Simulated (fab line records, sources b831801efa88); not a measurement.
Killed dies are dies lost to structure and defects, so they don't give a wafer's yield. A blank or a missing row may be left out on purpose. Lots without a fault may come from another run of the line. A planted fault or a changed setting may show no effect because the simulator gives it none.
A struck lot beside a sound one | flow sky130 | 19 steps out of a route of 708
Sound: wafers L150.1, L150.3, L150.5. Struck: wafers L160.4, L160.5, L160.6. The cause comes at the end.
At each step with rows: each side's tool, then ch and its chambers, then its first start. Under that, the readings that differ: sound wafers | struck wafers | difference of the means | sigmas: that difference in standard deviations of wafers without a fault.
alike: readings whose means differ by less than 2 such deviations, and words and numbers that are the same on both sides. not compared: withheld readings, readings that some wafer has no value for, bounds like >300 that may hide the same value, and numbers for which the record gives no deviation and whose values overlap.
The two part at a step that has a row with sigmas, a row that says differs or no value, or rows on one side only. Numbers that don't overlap but have no deviation are shown without sigmas and don't part them. A reading that every wafer of one side lacks parts them only if that side has two wafers or more.

first, 1 step without rows for these wafers: SKY_LDD_LDN_IMPLANT_11.
SKY_LDD_LDN_STRIP_12: strips in O2/N2.
  sound on plasma_asher-02 ch 0, day 23 18:20; struck on plasma_asher-01 ch 0,1, day 27 16:49
  alike: drypump_motor_current_A, oes_product_au, strip_time_to_endpoint_s
  not compared: rf_hours_counter_h
SKY_LDD_LDN_TW_MEAS_13:
  sound on film_metro-04, day 23 18:26; struck on film_metro-03, day 27 16:55
  alike: LDD_LDN_TW
then, 2 steps without rows for these wafers: SKY_LDD_LDN_CLEAN_14 (cleans in SC1/SC2, time 150 s); SKY_SPACER_CVD_00 (deposits Si3N4 from DCS/NH3, target thk 43.1 nm, time 740 s).
SKY_SPACER_THK_MEAS_01:
  sound on film_metro-02, day 23 20:03; struck on film_metro-01, day 27 18:13
  alike: SPACER_CVD_00_THK
SKY_SPACER_ETCHBACK_02: etches Si3N4 in CH3F/O2, stops on SiO2, time 46.7 s, target depth 45 nm.
  sound on rie_diel-04 ch 2,3, day 23 20:07; struck on rie_diel-04 ch 2,3, day 27 18:15
  alike: O2_flow_sccm, drypump_motor_current_A, oes_product_au, throttle_valve_pct
  not compared: rf_hours_counter_h
then, 5 steps without rows for these wafers: SKY_POLY_CUT_DEHYDRATE_00 (time 60 s); SKY_POLY_CUT_HMDS_01 (prime time 60 s); SKY_POLY_CUT_COAT_02 (resist thk 60 nm); SKY_POLY_CUT_COAT_03 (resist thk 450 nm); SKY_POLY_CUT_SOFTBAKE_04 (time 90 s).
SKY_POLY_CUT_EXPOSE_05: exposes mask NPCM, target cd 270 nm.
  sound on krf_scanner-02 ch 0, day 24 11:05; struck on krf_scanner-01 ch 0, day 28 08:32
  reading                          | sound                | struck            | difference | sigmas
  model.POLY_CUT.overlay_x_nm (nm) | -1.493 -1.493 -1.493 | 60.64 60.64 60.64 | +62.13     |
  alike: mask, stage_vel_mm_s
then, 2 steps without rows for these wafers: SKY_POLY_CUT_PEB_06; SKY_POLY_CUT_DEVELOP_07 (develop time 60 s).
SKY_POLY_CUT_CD_MEAS_08: target cd 270 nm.
  sound on cd_sem-02, day 25 01:30; struck on cd_sem-01, day 28 22:14
  reading    | sound             | struck            | difference | sigmas
  cd_nm (nm) | 273.0 272.7 273.5 | 267.6 268.3 268.2 | -5.0       | -3
SKY_POLY_CUT_OVL_MEAS_09:
  sound on overlay-02, day 25 01:37; struck on overlay-02, day 28 22:19
  reading           | sound   | struck   | difference | sigmas
  POLY_CUT_OVL (nm) | -1 -5 3 | 67 65 66 | +67        | +13
SKY_POLY_CUT_ETCH_10: etches BARC in N2/H2, stops on SiO2, time 45.9 s, target depth 60 nm.
  sound on rie_diel-01 ch 1,2, day 25 01:40; struck on rie_diel-04 ch 0,1,3, day 28 22:22
  alike: drypump_motor_current_A, oes_product_au, throttle_valve_pct
  not compared: rf_hours_counter_h
-- the record jumps here: 20 days lie between the struck wafers' starts before and after (it left off in module POLY_CUT and takes up again in module PAD_OPEN, whose first step shown is number 708 of the route) --
SKY_PAD_OPEN_PROBE_99:
  sound on prober-01, day 46 08:35; struck on prober-01, day 48 23:27
  alike: killed_at_M0_to_M3, killed_at_M4_up, killed_at_contacts, killed_at_front_end, killed_at_other, killed_dies, killed_open, killed_short

WHERE THEY PART
First at SKY_POLY_CUT_CD_MEAS_08; last, within this record, at SKY_POLY_CUT_OVL_MEAS_09. Later steps at which nothing parts them and some readings are alike: SKY_POLY_CUT_ETCH_10, SKY_PAD_OPEN_PROBE_99.

WHY: what the simulator had put in
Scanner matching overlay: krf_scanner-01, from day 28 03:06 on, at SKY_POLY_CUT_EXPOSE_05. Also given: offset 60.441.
